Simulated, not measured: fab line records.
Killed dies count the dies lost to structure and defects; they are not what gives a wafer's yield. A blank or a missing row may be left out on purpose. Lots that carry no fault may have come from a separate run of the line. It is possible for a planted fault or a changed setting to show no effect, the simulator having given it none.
Struck lot and sound lot, side by side | flow sky130 | 15 steps out of a route of 708
Sound: these wafers, L362.2, L362.4, L362.5. The struck wafers were L375.2, L375.3, L375.4. The cause is given at the end.
For every step that has rows: the tool of each side, followed by ch and its chambers, followed by its first start. Under that, the readings that differ: sound wafers | struck wafers | difference of the means | sigmas: that difference in standard deviations of wafers without a fault.
alike: words and numbers the same on both sides, and readings whose means are apart by under 2 such deviations; not compared: readings that were withheld, readings missing a value for some wafer, numbers with overlapping values and no deviation given by the record, and bounds like >300 which may hide the same value.
A row with sigmas, a row that says differs or no value, or rows on one side alone: a step with any of these is where the two part. Non-overlapping numbers with no deviation appear without sigmas and do not part them. Lack of a reading on every wafer of one side parts them only where that side has two or more wafers.

SKY_METAL1_SPUTTER_02: material AlCu, target thk 250 nm, time 13.3 s.
  sound on pvdSputter-03 at day 31 22:04; struck on pvdSputter-01 at day 36 04:06
  alike: throttleValvePct
SKY_METAL1_SPUTTER_03: material Ti, target thk 5 nm, time 3.3 s.
  sound on pvdSputter-03 at day 31 22:05; struck on pvdSputter-01 at day 36 04:08
  alike: throttleValvePct
SKY_METAL1_SPUTTER_04: material TiN, target thk 70 nm, time 58.3 s.
  sound on pvdSputter-03 at day 31 22:06; struck on pvdSputter-01 at day 36 04:08
  alike: throttleValvePct
SKY_METAL1_RS_MEAS_05: measurement is done with a four-point probe.
  sound on filmMetro-02 at day 31 22:10; struck on filmMetro-04 at day 36 04:13
  alike: METAL1_ALCU_RS
SKY_METAL1_THK_MEAS_06: measures by xrf.
  sound on filmMetro-02 at day 31 22:17; struck on filmMetro-04 at day 36 04:19
  alike: METAL1_ALCU_THK
then, 7 steps without rows for these wafers: SKY_METAL1_DEHYDRATE_07 (time 60 s); SKY_METAL1_HMDS_08 (prime time 60 s); SKY_METAL1_COAT_09 (resist thk 60 nm); SKY_METAL1_COAT_10 (resist thk 450 nm); SKY_METAL1_SOFTBAKE_11 (time 90 s); SKY_METAL1_EXPOSE_12 (exposes mask MM1, target cd 140 nm); SKY_METAL1_PEB_13.
SKY_METAL1_DEVELOP_14: develop time 60 s.
  sound on lithoTrack-02 ch 0, day 33 01:00; struck on lithoTrack-04 ch 0, day 37 05:00
reading            | sound             | struck            | difference | sigmas
developerTempC (C) | 20.95 20.95 20.89 | 20.39 20.44 20.27 | -0.56      | -6
SKY_METAL1_CD_MEAS_15: the cd target is 140 nm.
  sound on cdSem-02 at day 33 01:37; struck on cdSem-02 at day 37 05:47
  alike: cdNm
-- the record jumps here: 12 days lie between the struck wafers' starts before and after (it left off in module METAL1 and takes up again in module PAD_OPEN, whose first step shown is number 708 of the route) --
SKY_PAD_OPEN_PROBE_99:
  sound on prober-02 at day 46 01:23; struck on prober-02 at day 49 08:12
reading          | sound    | struck   | difference | sigmas
killedAtContacts | 23 23 26 | 36 32 45 | +14        | +2
  alike: defectLimitedYield, killed_at_M0_to_M3, killed_at_M4_up, killedAtFrontEnd, killedDies, killedOpen, killedShort, sort_bin_3_pad_short, sort_bin_5_function, sort_bin_6_memory, sortNPass, sortYieldPct

== WHERE THEY PART ==
At SKY_METAL1_DEVELOP_14 first; at SKY_PAD_OPEN_PROBE_99 last (within this record only).

WHY: what had been put in by the simulator
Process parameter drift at SKY_METAL1_DEVELOP_14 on lithoTrack-04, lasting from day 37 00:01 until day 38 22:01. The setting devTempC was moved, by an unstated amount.
